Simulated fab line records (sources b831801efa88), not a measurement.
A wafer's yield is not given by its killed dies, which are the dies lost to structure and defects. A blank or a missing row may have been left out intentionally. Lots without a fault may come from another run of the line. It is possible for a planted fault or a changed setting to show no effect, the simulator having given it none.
Matching of chambers / flow sky130 / SKY_CAP2M_CVD_00 on pecvd-01 has 3 sister chambers
The step deposits SiO2, target thk 15.5 nm. 6 wafers are shown with their chamber, then 10 later ones without.

WAFERS PAIRED WITH THEIR CHAMBERS
wafer=L087.2; chamber=2; heaterPowerW (W)=592; susceptorTempC (C)=399.86
wafer=L088.4; chamber=1; heaterPowerW (W)=685; susceptorTempC (C)=399.79
wafer=L088.5; chamber=0; heaterPowerW (W)=586; susceptorTempC (C)=399.98
wafer=L088.6; chamber=2; heaterPowerW (W)=587; susceptorTempC (C)=400.16
wafer=L091.3; chamber=1; heaterPowerW (W)=606; susceptorTempC (C)=399.77
wafer=L091.5; chamber=0; heaterPowerW (W)=543; susceptorTempC (C)=399.91

WAFERS WITH NO CHAMBER GIVEN
wafer=L091.6; heaterPowerW (W)=593; susceptorTempC (C)=400.05
wafer=L094.1; heaterPowerW (W)=636; susceptorTempC (C)=399.80
wafer=L094.5; heaterPowerW (W)=629; susceptorTempC (C)=399.93
wafer=L094.6; heaterPowerW (W)=677; susceptorTempC (C)=399.87
wafer=L093.3; heaterPowerW (W)=550; susceptorTempC (C)=399.86
wafer=L093.5; heaterPowerW (W)=549; susceptorTempC (C)=400.10
wafer=L093.6; heaterPowerW (W)=694; susceptorTempC (C)=399.82
wafer=L096.2; heaterPowerW (W)=677; susceptorTempC (C)=400.02
wafer=L096.3; heaterPowerW (W)=704; susceptorTempC (C)=399.92
wafer=L096.6; heaterPowerW (W)=566; susceptorTempC (C)=399.68

THE CHAMBER EACH PASSED THROUGH
wafer=L091.6; from the rows above=can't be placed: 2 or 0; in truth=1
wafer=L094.1; from the rows above=can't be placed: 1 or 2 or 0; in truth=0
wafer=L094.5; from the rows above=can't be placed: 2 or 1 or 0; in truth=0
wafer=L094.6; from the rows above=can't be placed: 1 or 2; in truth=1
wafer=L093.3; from the rows above=can't be placed: 0 or 2 or 1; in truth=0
wafer=L093.5; from the rows above=can't be placed: 0 or 2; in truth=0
wafer=L093.6; from the rows above=can't be placed: 1 or 2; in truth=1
wafer=L096.2; from the rows above=can't be placed: 1 or 2 or 0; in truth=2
wafer=L096.3; from the rows above=can't be placed: 1 or 2 or 0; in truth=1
wafer=L096.6; from the rows above=can't be placed: 0 or 1 or 2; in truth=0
0 of 10 placed correctly. Not placeable from these rows: 10 (in 9, the candidates include the true chamber). Wrongly placed: 0.
How it was worked out, from the rows above alone: a wafer's distance from a chamber is the root of the sum, over the readings, of the square of ((its reading less the chamber's mean) divided by the reading's scatter). If the next closest chamber is less than 2 further off than the closest, the wafer can't be placed; otherwise it belongs to the closest. Each chamber's mean is taken over the wafers shown for it. The scatter: take each reading less its chamber's mean, square it, sum over the shown wafers, divide by the number of wafers less the number of chambers, and take the root.
